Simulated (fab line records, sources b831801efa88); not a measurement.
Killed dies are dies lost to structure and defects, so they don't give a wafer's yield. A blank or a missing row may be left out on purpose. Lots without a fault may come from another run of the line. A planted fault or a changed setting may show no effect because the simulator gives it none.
Chamber matching | flow sky130 | SKY_METAL3_ETCH_17 on rie_diel-03: 4 sister chambers
The step etches SiO2 in C4F8/O2/Ar, stops on TiN, time 3.9 s, target depth 15 nm. 8 wafers are shown with their chamber, then 11 later ones without.

WAFERS WITH THEIR CHAMBER
wafer  | chamber | oes_product_au (a.u.)
L082.2 | 0       | 0.739
L082.3 | 3       | 0.740
L083.3 | 2       | 0.744
L083.4 | 1       | 0.743
L085.1 | 0       | 0.744
L085.2 | 2       | 0.756
L085.3 | 1       | 0.754
L088.3 | 3       | 0.750

WAFERS WITHOUT THEIR CHAMBER
wafer  | oes_product_au (a.u.)
L088.5 | 0.755
L088.6 | 0.754
L089.2 | 0.751
L089.3 | 0.757
L089.6 | 0.767
L090.2 | 0.736
L090.4 | 0.754
L090.5 | 0.746
L094.1 | 0.755
L094.2 | 0.754
L094.3 | 0.763

WHICH CHAMBER EACH WENT THROUGH
wafer  | from the rows above               | in truth
L088.5 | can't be placed: 2 or 1 or 3 or 0 | 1
L088.6 | can't be placed: 2 or 1 or 3 or 0 | 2
L089.2 | can't be placed: 2 or 1 or 3 or 0 | 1
L089.3 | can't be placed: 2 or 1 or 3 or 0 | 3
L089.6 | can't be placed: 2 or 1 or 3 or 0 | 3
L090.2 | can't be placed: 0 or 3 or 1 or 2 | 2
L090.4 | can't be placed: 2 or 1 or 3 or 0 | 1
L090.5 | can't be placed: 3 or 1 or 2 or 0 | 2
L094.1 | can't be placed: 2 or 1 or 3 or 0 | 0
L094.2 | can't be placed: 2 or 1 or 3 or 0 | 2
L094.3 | can't be placed: 2 or 1 or 3 or 0 | 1
Placed correctly: 0 of 11. Can't be placed from these rows: 11 (the true chamber is among the candidates in 11). Placed wrongly: 0.
How it was worked out, from the rows above alone: a wafer's distance from a chamber is the root of the sum, over the readings, of the square of ((its reading less the chamber's mean) divided by the reading's scatter). The wafer belongs to the nearest chamber; if the next one is less than 2 further off, it can't be placed. A chamber's mean is the mean of its shown wafers. The scatter: the root of (the sum of the squares of (reading less its chamber's mean) over the shown wafers, divided by (wafers less chambers)).
